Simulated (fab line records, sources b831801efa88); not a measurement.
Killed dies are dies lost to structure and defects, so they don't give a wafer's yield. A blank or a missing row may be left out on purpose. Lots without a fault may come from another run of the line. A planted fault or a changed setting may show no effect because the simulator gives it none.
Which tool did it? | flow gf180mcu | 24 lots, 72 wafers sampled, at 5 steps of a route of 602

WHAT THE GAUGES READ, wafer by wafer
GF_V4_BOW_MEAS_05.
lot  | measured     | on            | V4_BOW (um)
L074 | day 23 10:10 | film_metro-03 | 139 146 147
L075 | day 23 17:28 | film_metro-02 | 135 136 128
L076 | day 24 05:57 | film_metro-01 | 140 127 130
L077 | day 24 10:10 | film_metro-01 | 119 117 120
L078 | day 24 22:05 | film_metro-03 | 145 142 139
L079 | day 25 07:57 | film_metro-01 | 141 135 137
L080 | day 25 12:16 | film_metro-03 | 158 154 149
L081 | day 25 20:11 | film_metro-01 | 134 141 134
L082 | day 26 09:11 | film_metro-03 | 141 132 149
L083 | day 26 17:03 | film_metro-02 | 144 138 151
L084 | day 26 22:05 | film_metro-03 | 134 123 137
L085 | day 27 07:18 | film_metro-02 | 122 117 124
L086 | day 27 14:01 | film_metro-01 | 123 121 124
L087 | day 27 20:07 | film_metro-02 | 132 131 128
L089 | day 28 05:26 | film_metro-02 | 139 148 136
L088 | day 28 10:55 | film_metro-01 | 111 122 118
L090 | day 28 15:56 | film_metro-01 | 142 132 140
L091 | day 29 03:14 | film_metro-03 | 134 123 138
L092 | day 29 11:04 | film_metro-03 | 134 135 135
L093 | day 29 11:38 | film_metro-02 | 151 140 137
L094 | day 29 20:36 | film_metro-03 | 126 124 137
L095 | day 30 01:28 | film_metro-03 | 128 137 127
L097 | day 30 11:03 | film_metro-01 | 135 130 119
L096 | day 30 13:20 | film_metro-01 | 124 117 135

GF_V4_OVL_MEAS_15.
lot  | measured     | on         | V4_OVL (nm)
L074 | day 24 08:28 | overlay-01 | -7 -7 -1
L075 | day 24 15:36 | overlay-02 | -6 -6 -4
L076 | day 25 03:40 | overlay-01 | -3 -2 -7
L077 | day 25 07:46 | overlay-01 | 1 6 -2
L078 | day 25 19:13 | overlay-01 | 1 9 10
L079 | day 26 05:37 | overlay-01 | -5 3 2
L080 | day 26 09:19 | overlay-02 | 6 15 4
L081 | day 26 16:35 | overlay-01 | 17 4 12
L082 | day 27 06:46 | overlay-02 | -3 -8 -1
L083 | day 27 13:27 | overlay-02 | -3 1 -2
L084 | day 27 18:04 | overlay-02 | 5 7 13
L085 | day 28 03:11 | overlay-01 | -2 5 -3
L086 | day 28 09:19 | overlay-02 | -6 -2 -3
L087 | day 28 15:38 | overlay-01 | -1 1 3
L089 | day 29 01:07 | overlay-02 | 2 7 2
L088 | day 29 06:34 | overlay-02 | 5 2 1
L090 | day 29 11:26 | overlay-01 | -1 -1 10
L091 | day 29 22:29 | overlay-01 | 0 5 0
L092 | day 30 05:11 | overlay-02 | 0 -9 -4
L093 | day 30 06:10 | overlay-01 | 13 4 8
L094 | day 30 14:56 | overlay-02 | -4 -8 -4
L095 | day 30 19:45 | overlay-01 | 6 -4 6
L097 | day 31 04:54 | overlay-01 | 1 12 -3
L096 | day 31 06:51 | overlay-01 | 4 1 0

GF_MIM_THK_MEAS_11: measures by xrf.
lot  | measured     | on            | MIM_ALCU_THK (nm)
L074 | day 24 10:24 | film_metro-03 | 206.0 203.8 202.5
L075 | day 24 17:32 | film_metro-01 | 201.3 201.6 203.5
L076 | day 25 05:36 | film_metro-03 | 203.4 202.7 202.7
L077 | day 25 09:42 | film_metro-03 | 203.2 205.5 203.7
L078 | day 25 21:09 | film_metro-03 | 201.7 205.8 201.9
L079 | day 26 07:35 | film_metro-04 | 203.3 203.2 201.7
L080 | day 26 11:22 | film_metro-04 | 202.1 201.9 199.4
L081 | day 26 18:34 | film_metro-04 | 207.1 205.5 207.7
L082 | day 27 08:42 | film_metro-04 | 203.9 204.8 203.9
L083 | day 27 15:24 | film_metro-04 | 206.9 203.7 205.8
L084 | day 27 20:05 | film_metro-01 | 205.5 203.5 204.8
L085 | day 28 05:07 | film_metro-01 | 200.8 201.7 201.6
L086 | day 28 11:20 | film_metro-01 | 204.5 202.8 204.0
L087 | day 28 17:38 | film_metro-03 | 201.1 200.4 200.5
L089 | day 29 03:04 | film_metro-03 | 200.2 200.5 202.8
L088 | day 29 08:29 | film_metro-04 | 206.6 205.3 207.8
L090 | day 29 13:22 | film_metro-04 | 205.0 203.0 204.8
L091 | day 30 00:29 | film_metro-03 | 201.4 202.4 200.8
L092 | day 30 07:07 | film_metro-04 | 205.3 205.1 206.5
L093 | day 30 08:08 | film_metro-03 | 198.3 199.1 198.5
L094 | day 30 17:12 | film_metro-04 | 204.2 205.0 206.3
L095 | day 30 21:41 | film_metro-04 | 205.5 205.2 203.4
L097 | day 31 06:50 | film_metro-01 | 198.1 201.4 201.7
L096 | day 31 08:47 | film_metro-01 | 198.9 201.9 199.0

WHICH TOOL RAN EACH LOT (tool, then ch and the chambers of the sampled wafers, then the start)
lot  | GF_M3_SPUTTER_01             | GF_V4_CMP_26
L074 | pvd_sputter-04, day 20 06:57 | cmp-01 ch 0,2,3, day 24 09:38
L075 | pvd_sputter-04, day 20 15:17 | cmp-01 ch 1,2,3, day 24 16:47
L076 | pvd_sputter-03, day 21 03:16 | cmp-01 ch 0,1, day 25 04:48
L077 | pvd_sputter-02, day 21 08:53 | cmp-01 ch 0,1,2, day 25 08:54
L078 | pvd_sputter-03, day 21 22:14 | cmp-02 ch 0,1,3, day 25 20:17
L079 | pvd_sputter-03, day 22 08:36 | cmp-02 ch 1,3, day 26 06:44
L080 | pvd_sputter-02, day 22 12:53 | cmp-02 ch 0,2,3, day 26 10:31
L081 | pvd_sputter-03, day 22 23:08 | cmp-01 ch 0,1,2, day 26 17:43
L082 | pvd_sputter-03, day 23 11:20 | cmp-01 ch 1,3, day 27 07:50
L083 | pvd_sputter-04, day 23 20:05 | cmp-01 ch 1,3, day 27 14:37
L084 | pvd_sputter-04, day 24 01:35 | cmp-01 ch 1,2,3, day 27 19:20
L085 | pvd_sputter-04, day 24 11:14 | cmp-01 ch 1,2,3, day 28 04:17
L086 | pvd_sputter-02, day 24 19:32 | cmp-02 ch 1,2, day 28 10:25
L087 | pvd_sputter-03, day 25 02:38 | cmp-02 ch 0,2,3, day 28 16:47
L089 | pvd_sputter-03, day 25 12:03 | cmp-02 ch 0,1, day 29 02:11
L088 | pvd_sputter-02, day 25 18:15 | cmp-01 ch 0,2,3, day 29 07:44
L090 | pvd_sputter-04, day 25 23:38 | cmp-02 ch 0,3, day 29 12:35
L091 | pvd_sputter-03, day 26 11:43 | cmp-02 ch 1,2,3, day 29 23:41
L092 | pvd_sputter-03, day 26 19:18 | cmp-02 ch 1,2,3, day 30 06:17
L093 | pvd_sputter-03, day 26 20:15 | cmp-01 ch 0,3, day 30 07:16
L094 | pvd_sputter-03, day 27 05:56 | cmp-01 ch 0,3, day 30 16:22
L095 | pvd_sputter-02, day 27 10:17 | cmp-01 ch 0,1,3, day 30 20:56
L097 | pvd_sputter-02, day 27 21:17 | cmp-01 ch 1,2, day 31 06:02
L096 | pvd_sputter-02, day 28 00:20 | cmp-01 ch 0,2, day 31 07:57
- GF_M3_SPUTTER_01: material TiN, target thk 30 nm, time 25 s.
- GF_V4_CMP_26: polishes, stops on SiO2, t overpolish 15 s, target thk 0 nm.

WHAT THE TOOLS THEMSELVES READ (means of the sampled wafers that have a number; where no wafer has one, the mark that the record gives instead)
GF_M3_SPUTTER_01.
lot  | tool           | throttle_valve_pct (%)
L074 | pvd_sputter-04 | 30.2
L075 | pvd_sputter-04 | 30.1
L076 | pvd_sputter-03 | 30.3
L077 | pvd_sputter-02 | 29.1
L078 | pvd_sputter-03 | 29.5
L079 | pvd_sputter-03 | 30.1
L080 | pvd_sputter-02 | 29.2
L081 | pvd_sputter-03 | 30.1
L082 | pvd_sputter-03 | 30.1
L083 | pvd_sputter-04 | 30.4
L084 | pvd_sputter-04 | 30.0
L085 | pvd_sputter-04 | 30.1
L086 | pvd_sputter-02 | 29.7
L087 | pvd_sputter-03 | 30.0
L089 | pvd_sputter-03 | 30.4
L088 | pvd_sputter-02 | 30.0
L090 | pvd_sputter-04 | 30.1
L091 | pvd_sputter-03 | 30.8
L092 | pvd_sputter-03 | 29.9
L093 | pvd_sputter-03 | 30.4
L094 | pvd_sputter-03 | 30.2
L095 | pvd_sputter-02 | 30.8
L097 | pvd_sputter-02 | 29.4
L096 | pvd_sputter-02 | 30.7

GF_V4_CMP_26.
lot  | tool   | motor_current_A (A) | overpolish_run_s (s) | time_to_endpoint_s (s)
L074 | cmp-01 | 12.0                | 14.998               | 89
L075 | cmp-01 | 11.9                | 15.005               | 91
L076 | cmp-01 | 9.8                 | 15.008               | 88
L077 | cmp-01 | 10.8                | 15.004               | 88
L078 | cmp-02 | 10.0                | 14.997               | 89
L079 | cmp-02 | 9.6                 | 15.003               | 84
L080 | cmp-02 | 10.4                | 14.997               | 83
L081 | cmp-01 | 10.9                | 15.001               | 86
L082 | cmp-01 | 10.9                | 15.004               | 91
L083 | cmp-01 | 10.9                | 14.996               | 92
L084 | cmp-01 | 11.4                | 14.992               | 93
L085 | cmp-01 | 11.4                | 14.987               | 93
L086 | cmp-02 | 11.3                | 14.999               | 84
L087 | cmp-02 | 10.3                | 15.004               | 84
L089 | cmp-02 | 10.5                | 15.002               | 84
L088 | cmp-01 | 12.1                | 15.004               | 86
L090 | cmp-02 | 9.2                 | 14.999               | 85
L091 | cmp-02 | 10.3                | 15.000               | 84
L092 | cmp-02 | 10.5                | 15.006               | 84
L093 | cmp-01 | 12.5                | 15.003               | 89
L094 | cmp-01 | 12.3                | 15.000               | 94
L095 | cmp-01 | 11.3                | 14.996               | 88
L097 | cmp-01 | 11.8                | 15.001               | 84
L096 | cmp-01 | 11.6                | 14.997               | 85

THE ANSWER, worked out from the rows above alone
Rule: what is usual is taken from the lots themselves. Put in order of their means at a reading, lots are off if they are a third of the lots or fewer, leave a main group of 4 or more, and stand apart from it by a gap of 3 or more times the standard deviation of the main group's means; of several such gaps the widest counts. A main group whose means are all the same, to the digits that the tables above print for the reading, isn't used. A lot without any number at a reading at which 4 lots or more have one is off too. The other lots that the step has rows for count as sound. The gauges are gone through in route order, then the tools' own readings, and for those a lot's mean is taken as printed above. The first step at which some lot is off is used, and at that step the reading that is off furthest; a lot without a number counts as furthest.
No lot is off at any reading shown: from this, nothing can be told.

WHAT THE SIMULATOR HAD PUT IN
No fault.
